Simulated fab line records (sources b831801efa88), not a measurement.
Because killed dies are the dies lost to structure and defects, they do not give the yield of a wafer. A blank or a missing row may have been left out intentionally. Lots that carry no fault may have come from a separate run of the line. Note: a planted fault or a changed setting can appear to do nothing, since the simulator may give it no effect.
Chamber matching	flow sky130	cmp-02 running SKY_VIA4_CMP_21: 4 sister chambers
The step polishes, stops on SiO2, t overpolish 25 s, target thk 0 nm. 4 wafers are shown with their chamber, then 9 later ones without.

## WAFERS PAIRED WITH THEIR CHAMBERS
wafer	chamber	motor-current-A (A)
L367.6	3	11.0
L371.1	1	12.7
L371.2	2	11.0
L371.4	0	11.0

## WAFERS MISSING THEIR CHAMBER
wafer	motor-current-A (A)
L372.3	10.8
L372.5	12.0
L372.6	10.0
L375.3	11.6
L375.5	12.0
L375.6	10.4
L376.1	10.0
L376.3	12.4
L376.4	10.2

## EACH ONE'S CHAMBER
wafer	from the rows above	in truth
L372.3	can't be placed: 0 or 2 or 3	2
L372.5	can't be placed: 1 or 0 or 2 or 3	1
L372.6	can't be placed: 0 or 2 or 3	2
L375.3	can't be placed: 0 or 2 or 3 or 1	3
L375.5	can't be placed: 1 or 0 or 2 or 3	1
L375.6	can't be placed: 0 or 2 or 3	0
L376.1	can't be placed: 0 or 2 or 3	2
L376.3	can't be placed: 1 or 0 or 2 or 3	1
L376.4	can't be placed: 0 or 2 or 3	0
Correct placement for 0 of the 9. Unplaceable from these rows: 9, with the true chamber sitting among the candidates in 9. 0 placed wrongly.
How it was worked out, from the rows above alone: a wafer's distance from a chamber is the root of the sum, over the readings, of the square of ((its reading less the chamber's mean) divided by the reading's scatter). If the next closest chamber is less than 2 further off than the closest, the wafer can't be placed; otherwise it belongs to the closest. Each chamber's mean is taken over the wafers shown for it. The scatter: root of mean squared gap, hidden wafer to nearest shown wafer, with one shown wafer a chamber.
